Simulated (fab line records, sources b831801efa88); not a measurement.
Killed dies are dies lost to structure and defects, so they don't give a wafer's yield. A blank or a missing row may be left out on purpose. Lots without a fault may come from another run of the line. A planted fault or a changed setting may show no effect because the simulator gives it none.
Chamber matching | flow sky130 | SKY_PAD_OPEN_ETCH_07 on rie_diel-01: 4 sister chambers
The step etches the open film in CF4/O2, stops on AlCu, target depth 725 nm, time 161.1 s. 8 wafers are shown with their chamber, then 12 later ones without.

WAFERS WITH THEIR CHAMBER
wafer  | chamber | drypump_motor_current_A (A) | oes_product_au (a.u.)
L081.1 | 1       | 5.5                         | 0.972
L085.1 | 0       | 4.9                         | 0.991
L085.2 | 1       | 5.5                         | 0.985
L086.4 | 2       | 5.8                         | 0.986
L086.6 | 3       | 5.5                         | 0.980
L092.1 | 3       | 5.5                         | 0.975
L092.2 | 0       | 5.0                         | 0.968
L092.3 | 2       | 5.8                         | 0.984

WAFERS WITHOUT THEIR CHAMBER
wafer  | drypump_motor_current_A (A) | oes_product_au (a.u.)
L092.4 | 5.5                         | 0.981
L092.5 | 5.0                         | 0.986
L092.6 | 5.5                         | 0.979
L093.1 | 5.5                         | 0.966
L093.4 | 5.5                         | 0.970
L093.5 | 5.8                         | 0.976
L094.1 | 5.0                         | 0.977
L094.2 | 5.5                         | 0.978
L094.3 | 5.8                         | 0.977
L097.1 | 5.5                         | 0.977
L097.4 | 4.9                         | 0.995
L097.6 | 5.5                         | 0.983

WHICH CHAMBER EACH WENT THROUGH
wafer  | from the rows above     | in truth
L092.4 | can't be placed: 1 or 3 | 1
L092.5 | 0                       | 0
L092.6 | can't be placed: 1 or 3 | 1
L093.1 | can't be placed: 3 or 1 | 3
L093.4 | can't be placed: 3 or 1 | 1
L093.5 | 2                       | 2
L094.1 | 0                       | 0
L094.2 | can't be placed: 1 or 3 | 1
L094.3 | 2                       | 2
L097.1 | can't be placed: 3 or 1 | 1
L097.4 | 0                       | 0
L097.6 | can't be placed: 1 or 3 | 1
Placed correctly: 5 of 12. Can't be placed from these rows: 7 (the true chamber is among the candidates in 7). Placed wrongly: 0.
How it was worked out, from the rows above alone: a wafer's distance from a chamber is the root of the sum, over the readings, of the square of ((its reading less the chamber's mean) divided by the reading's scatter). The wafer belongs to the nearest chamber; if the next one is less than 2 further off, it can't be placed. A chamber's mean is the mean of its shown wafers. The scatter: the root of (the sum of the squares of (reading less its chamber's mean) over the shown wafers, divided by (wafers less chambers)).
